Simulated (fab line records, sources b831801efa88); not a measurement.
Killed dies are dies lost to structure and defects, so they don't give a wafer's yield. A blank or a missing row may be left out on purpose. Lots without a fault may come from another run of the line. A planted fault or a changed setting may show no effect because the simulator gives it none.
fab line records | flow sfq_line
record lots=6 wafers=17 last_day=86
route steps=325 shown L0@8 L0V@16
lots that met no fault: from a run of the same line without faults
start_h: hours from the record's first day to the start of the lot's first wafer shown | wait_h: hours since the lot's step before | " the same as in the row above | L1.1+2: a row that stands for several wafers | - no value, or no start given | * or withheld: withheld | < > ~ a bound
route shown NAME@n: a module of which the file shows steps, and the number in the route of the first | usual: mean/standard deviation of fault-free wafers | same: alike in all rows | chamber/n: place in a boat | sites: the reading at each site | _std_site: their standard deviation | _edge_site: outer sites' mean less inner sites' | radius_mm: how far each site lies from the wafer's centre | mask NAME#n: copy n | behind: the tool/chamber that last shaped the wafer | hold: why the lot was held/for how many hours/how that ended | device: the transistor (n, p or np) that didn't switch | end of line: the same wafers' tests at the end of the route | a step without rows: its recipe alone | killed: dies lost to structure and defects at the first sort, not the wafer's yield | map: a wafer's dies, x killed, . not, _ none there
set.NAME: the setting as run; set.NAME@STEP: as run at that earlier step | model.NAME: the simulator's own value behind a step, which no gauge read
lots at some steps of the route; a table a step, a row a wafer
services: from which hour (start_h, from the record's first day; less than 0 if before it) a tool's chamber was out of use, for how many hours, and why
## steps
# step SFQ_TRILAYER_L0_LITHO_SOFTBAKE_009
# recipe temp_c=withheld time_s=withheld resist=KrF
# step SFQ_TRILAYER_L0_LITHO_EXPOSE_006
# recipe mask_id=L0 na=0.6 source_shape=conventional sigma_outer=0.65 target_cd_nm=2000 dose_mj=14.4
# step SFQ_TRILAYER_L0_LITHO_PEB_008
# recipe peb_temp_c=115 peb_time_s=60 resist=KrF
# step SFQ_TRILAYER_L0_LITHO_DEVELOP_007
# recipe time_s=60 resist=KrF
# step SFQ_TRILAYER_L0_BARC_OPEN_METAL_ETCH_010
# recipe mask_material=PR chemistry=O2 target_depth_nm=125 target=BARC icp_w=600 bias_w=80 pressure_mtorr=10 time_s=41.7
# usual drypump_motor_current_A=5.9/0.42 oes_product_au=0.685/0.004
# columns lot.wafer tool chamber start_h wait_h drypump_motor_current_A oes_product_au rf_hours_counter_h
L896.3 rie_metal-04 1 100.96 0.1 5.5 0.683 -
L896.4 " 0 " " 5.7 0.685 -
L896.6 " 0 " " 5.7 0.683 -
L902.1 rie_metal-04 1 123.74 0.1 5.5 0.688 12
L902.4 " 1 " " 5.5 0.690 -
L902.5 " 0 " " 5.7 0.685 -
L904.5 rie_metal-04 0 135.31 0.1 5.7 0.683 -
L904.6 " 0 " " 5.7 0.685 -
L905.1 rie_metal-03 1 138.83 0.1 6.6 0.681 81
L905.4 " 0 " " 6.2 0.688 -
L905.6 " 0 " " 6.2 0.688 -
L912.3 rie_metal-02 0 198.47 0.1 5.4 0.684 -
L912.4 " 1 " " 6.2 0.680 -
L912.6 " 0 " " 5.4 0.690 -
L915.1 rie_metal-03 0 213.25 0.1 6.2 0.681 190
L915.4 " 0 " " 6.2 0.686 -
L915.5 " 0 " " 6.2 0.683 -
# step SFQ_TRILAYER_L0_ETCH_METAL_ETCH_008
# recipe target=MoNx_KI stop_on=SiO2 mask_material=PR chemistry=SF6/O2 target_depth_nm=50 icp_w=600 bias_w=80 pressure_mtorr=10 time_s=25
# usual drypump_motor_current_A=5.9/0.42 oes_product_au=0.870/0.0076
# columns lot.wafer tool chamber start_h wait_h drypump_motor_current_A oes_product_au rf_hours_counter_h
L896.3 rie_metal-04 1 101.02 0.0 5.5 0.875 -
L896.4 " 0 " " 5.7 0.874 -
L896.6 " 0 " " 5.7 0.877 -
L902.1 rie_metal-04 1 123.80 0.0 5.6 0.872 12
L902.4 " 1 " " 5.5 0.856 -
L902.5 " 0 " " 5.7 0.877 -
L904.5 rie_metal-04 0 135.41 0.1 5.7 0.872 -
L904.6 " 0 " " 5.7 0.872 -
L905.1 rie_metal-03 1 138.89 0.0 6.6 0.868 81
L905.4 " 0 " " 6.2 0.874 -
L905.6 " 0 " " 6.2 0.862 -
L912.3 rie_metal-02 0 198.52 0.0 5.4 0.875 -
L912.4 " 1 " " 6.2 0.871 -
L912.6 " 0 " " 5.4 0.872 -
L915.1 rie_metal-03 0 213.31 0.0 6.2 0.868 190
L915.4 " 0 " " 6.2 0.860 -
L915.5 " 0 " " 6.2 0.852 -
# step SFQ_TRILAYER_L0_STRIP_STRIP_009
# recipe gas=O2 power_w=200 platen_temp_c=40 overash_fraction=0.65 chemistry=O2 pressure_mtorr=50
# usual drypump_motor_current_A=5.9/0.41 oes_product_au=0.999/0.012 platen_temp_c=40.00/0.1
# columns lot.wafer tool chamber start_h wait_h drypump_motor_current_A oes_product_au platen_temp_c rf_hours_counter_h
L896.3 rie_metal-04 1 101.25 0.2 5.5 0.980 39.90 -
L896.4 " 0 " " 5.7 0.984 39.88 -
L896.6 " 0 " " 5.7 0.984 39.90 -
L902.1 rie_metal-04 1 123.85 0.0 5.6 1.002 39.95 12
L902.4 " 1 " " 5.5 1.009 40.04 -
L902.5 " 0 " " 5.7 0.980 39.88 -
L904.5 rie_metal-04 0 136.24 0.8 5.7 0.982 39.98 -
L904.6 " 0 " " 5.7 0.981 40.10 -
L905.1 rie_metal-03 1 138.93 0.0 6.6 1.009 39.97 81
L905.4 " 0 " " 6.2 1.017 40.21 -
L905.6 " 0 " " 6.2 1.016 40.00 -
L912.3 rie_metal-02 0 198.75 0.2 5.4 0.989 39.92 -
L912.4 " 1 " " 6.2 0.997 40.01 -
L912.6 " 0 " " 5.4 1.003 39.88 -
L915.1 rie_metal-03 0 213.36 0.0 6.2 1.005 39.89 190
L915.4 " 0 " " 6.2 1.008 39.93 -
L915.5 " 0 " " 6.2 1.011 39.97 -
# step SFQ_TRILAYER_L0_STRIP_SOLV_CLEAN_010
# recipe chemistry=NMP temp_c=70 time_s=600
# step SFQ_TRILAYER_L0_CAP_PECVD_011
# recipe material=SiO2 temp_c=150 time_s=13.333 pressure_torr=2.4 rf_w=183.3 precursor=SiH4/N2O target_thk_nm=60
# usual heater_power_w=86/17 throttle_valve_pct=24.7/1.8
# columns lot.wafer tool chamber start_h wait_h heater_power_w throttle_valve_pct
L896.3 pecvd-03 1 101.82 0.0 61 23.5
L896.4 " 0 " " 107 24.7
L896.6 " 1 " " 59 23.8
L902.1 pecvd-04 2 124.64 0.0 99 23.3
L902.4 " 0 " " 99 23.4
L902.5 " 1 " " 74 24.8
L904.5 pecvd-01 0 136.83 0.0 57 23.7
L904.6 " 2 " " 101 23.4
L905.1 pecvd-01 2 139.71 0.0 107 23.5
L905.4 " 2 " " 110 23.6
L905.6 " 0 " " 51 23.6
L912.3 pecvd-04 0 199.33 0.0 96 23.7
L912.4 " 1 " " 69 25.3
L912.6 " 2 " " 86 23.4
L915.1 pecvd-03 2 214.13 0.0 68 26.2
L915.4 " 2 " " 69 26.3
L915.5 " 0 " " 106 24.7
# step SFQ_TRILAYER_L0_VIA_LITHO_COAT_018
# recipe resist=BARC spin_rpm=3000 resist_thk_nm=62
# step SFQ_TRILAYER_L0_VIA_LITHO_COAT_013
# recipe resist=KrF spin_rpm=3000 resist_thk_nm=650
# step SFQ_TRILAYER_L0_VIA_LITHO_SOFTBAKE_017
# recipe temp_c=withheld time_s=withheld resist=KrF
# step SFQ_TRILAYER_L0_VIA_LITHO_EXPOSE_014
# recipe mask_id=L0V na=0.6 source_shape=conventional sigma_outer=0.65 target_cd_nm=700 dose_mj=21.3
# same sigma_outer=0.65
# columns lot.wafer tool chamber start_h wait_h mask
L896.3+4+6 krf_scanner-01 0 184.15 - L0V#0
L902.1+4+5 krf_scanner-02 0 208.15 - L0V#0
L904.5+6 krf_scanner-02 0 220.95 - L0V#0
L905.1+4+6 krf_scanner-02 0 224.95 - L0V#0
L912.3+4+6 krf_scanner-01 0 308.30 - L0V#0
L915.1+4+5 krf_scanner-02 0 331.61 - L0V#0
# step SFQ_TRILAYER_L0_VIA_LITHO_PEB_016
# recipe peb_temp_c=115 peb_time_s=60 resist=KrF
# step SFQ_TRILAYER_L0_VIA_LITHO_DEVELOP_015
# recipe time_s=60 resist=KrF
# step SFQ_L0V_OVL_MEAS_903
# usual L0V_OVL=0/5
# columns lot.wafer tool chamber start_h wait_h L0V_OVL[nm]
L896.3 overlay-02 - 185.26 0.1 -1
L896.4 " - " " -4
L896.6 " - " " -7
L902.1 overlay-01 - 209.65 0.1 -3
L902.4 " - " " -7
L902.5 " - " " -3
L904.5 overlay-02 - 221.68 0.0 -4
L904.6 " - " " 2
L905.1 overlay-01 - 226.45 0.1 7
L905.4 " - " " 11
L905.6 " - " " 10
L912.3 overlay-02 - 309.41 0.1 -1
L912.4 " - " " 1
L912.6 " - " " -2
L915.1 overlay-02 - 333.11 0.1 1
L915.4 " - " " 0
L915.5 " - " " -7
# step SFQ_TRILAYER_L0_VIA_BARC_OPEN_VIA_ETCH_021
# recipe mask_material=PR chemistry=O2 target_depth_nm=125 target=BARC source_w=500 bias_w=80 pressure_mtorr=30 time_s=41.7
# usual drypump_motor_current_A=5.5/0.37 oes_product_au=0.685/0.0047
# columns lot.wafer tool chamber start_h wait_h drypump_motor_current_A oes_product_au rf_hours_counter_h model.L0V.cd_nm
L896.3 rie_diel-03 1 185.28 0.0 4.8 0.689 5 701
L896.4 " 2 " " 6.1 0.686 1 697.3
L896.6 " 3 " " 5.1 0.682 - 697.9
L902.1 rie_diel-03 3 209.69 0.0 5.1 0.680 18 700
L902.4 " 2 " " 6.1 0.688 1 700
L902.5 " 0 " " 5.9 0.686 - 700.6
L904.5 rie_diel-01 1 221.71 0.0 5.6 0.685 - 697.3
L904.6 " 0 " " 5.1 0.683 - 733.5
L905.1 rie_diel-04 2 226.49 0.0 5.2 0.685 121 701
L905.4 " 1 " " 6.0 0.678 1 700.7
L905.6 " 0 " " 5.8 0.684 - 740.2
L912.3 rie_diel-04 1 309.43 0.0 6.0 0.683 2 698.4
L912.4 " 2 " " 5.3 0.684 122 701.3
L912.6 " 0 " " 5.8 0.687 - 701.3
L915.1 rie_diel-01 1 333.15 0.0 5.6 0.692 54 700.8
L915.4 " 0 " " 5.1 0.689 70 699.9
L915.5 " 2 " " 5.4 0.696 - 701.2
# step SFQ_TRILAYER_L0_VIA_ETCH_VIA_ETCH_016
# recipe target=SiO2 stop_on=MoNx_KI mask_material=PR chemistry=CHF3 target_depth_nm=80 source_w=500 bias_w=80 pressure_mtorr=30 time_s=withheld
# usual drypump_motor_current_A=5.5/0.37 oes_product_au=0.842/0.0088
# columns lot.wafer tool chamber start_h wait_h drypump_motor_current_A oes_product_au model.L0V.cd_nm
L896.3 rie_diel-03 1 185.32 0.0 4.8 0.837 700.4
L896.4 " 2 " " 6.1 0.860 698
L896.6 " 3 " " 5.1 0.851 697.9
L902.1 rie_diel-03 3 209.73 0.0 5.1 0.849 700
L902.4 " 2 " " 6.1 0.852 700.8
L902.5 " 0 " " 5.9 0.851 700.3
L904.5 rie_diel-01 1 221.75 0.0 5.5 0.842 696.6
L904.6 " 0 " " 5.1 0.848 732.8
L905.1 rie_diel-04 2 226.53 0.0 5.2 0.847 700.6
L905.4 " 1 " " 6.0 0.852 700.7
L905.6 " 0 " " 5.8 0.850 739.8
L912.3 rie_diel-04 1 309.47 0.0 5.9 0.824 698.5
L912.4 " 2 " " 5.2 0.843 700.6
L912.6 " 0 " " 5.8 0.842 701.1
L915.1 rie_diel-01 1 333.19 0.0 5.6 0.840 700.6
L915.4 " 0 " " 5.1 0.846 699.7
L915.5 " 2 " " 5.4 0.854 701.4
# step SFQ_TRILAYER_L0_VIA_STRIP_STRIP_017
# recipe gas=O2 power_w=200 platen_temp_c=40 overash_fraction=0.65 chemistry=O2 pressure_mtorr=50
# usual drypump_motor_current_A=6.0/0.49 oes_product_au=1.003/0.012 platen_temp_c=40.00/0.1
# columns lot.wafer tool chamber start_h wait_h drypump_motor_current_A oes_product_au platen_temp_c rf_hours_counter_h
L896.3 rie_metal-03 1 185.77 - 6.5 1.008 40.01 -
L896.4 " 1 " " 6.5 1.014 40.09 -
L896.6 " 1 " " 6.5 1.002 39.91 -
L902.1 rie_metal-01 0 209.78 - 5.6 1.008 40.19 163
L902.4 " 0 " " 5.6 1.013 39.86 -
L902.5 " 0 " " 5.6 1.020 39.98 -
L904.5 rie_metal-03 0 222.18 - 6.2 1.009 40.05 -
L904.6 " 1 " " 6.6 0.992 39.88 -
L905.1 rie_metal-03 1 226.58 - 6.6 0.989 40.13 97
L905.4 " 1 " " 6.5 1.000 39.94 -
L905.6 " 1 " " 6.6 0.998 39.93 -
L912.3 rie_metal-03 1 309.72 - 6.5 1.015 40.00 -
L912.4 " 0 " " 6.2 1.000 40.13 -
L912.6 " 1 " " 6.5 1.012 39.99 -
L915.1 rie_metal-03 1 333.24 - 6.6 1.014 39.84 115
L915.4 " 0 " " 6.2 1.012 40.06 -
L915.5 " 1 " " 6.6 1.008 39.95 -
## services
# columns tool chamber start_h hours kind
krf_scanner-02 - 93.89 0.8 pm
rie_metal-04 1 95.07 4.4 repair
rie_metal-03 - 98.54 1.0 repair
rie_diel-03 0 113.28 2.9 repair
rie_metal-02 - 120.02 2.8 pm
krf_scanner-02 - 130.17 1.2 repair
rie_metal-04 1 132.15 14.7 repair
krf_scanner-02 - 154.38 0.4 repair
rie_diel-04 0 158.35 3.6 repair
rie_metal-03 0 162.99 43.4 repair
rie_diel-01 1 164.58 3.8 repair
rie_metal-04 0 166.68 8.0 repair
krf_scanner-02 - 168.53 1.0 pm
krf_scanner-02 - 182.73 1.3 pm
krf_scanner-02 - 230.06 0.9 repair
rie_diel-04 0 235.02 8.2 repair
rie_diel-03 0 235.89 4.1 repair
krf_scanner-02 - 236.43 0.7 repair
rie_diel-01 3 245.03 2.9 repair
rie_diel-04 - 247.25 15.6 pm
krf_scanner-02 - 262.63 0.8 pm
krf_scanner-02 - 290.84 0.4 repair
rie_diel-03 2 293.47 9.8 repair
rie_diel-01 - 302.67 0.2 repair
## key
first_sign none at tools or gauges
model_effect step=SFQ_TRILAYER_L0_VIA_BARC_OPEN_VIA_ETCH_021 value=L0V.cd_nm without=699 struck=736.8
model_effect step=SFQ_TRILAYER_L0_VIA_ETCH_VIA_ETCH_016 value=L0V.cd_nm without=698.4 struck=736.3
met_at SFQ_TRILAYER_L0_VIA_LITHO_EXPOSE_014
struck_wafers L904.6,L905.6
onset_between 208.15 220.95
fault kind=process_parameter_drift tool=krf_scanner-02 chamber=- onset_h=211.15 steps=SFQ_TRILAYER_L0_VIA_LITHO_EXPOSE_014 channel=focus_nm offset=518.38 shape=step end_h=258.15 scope=struck_wafers_only
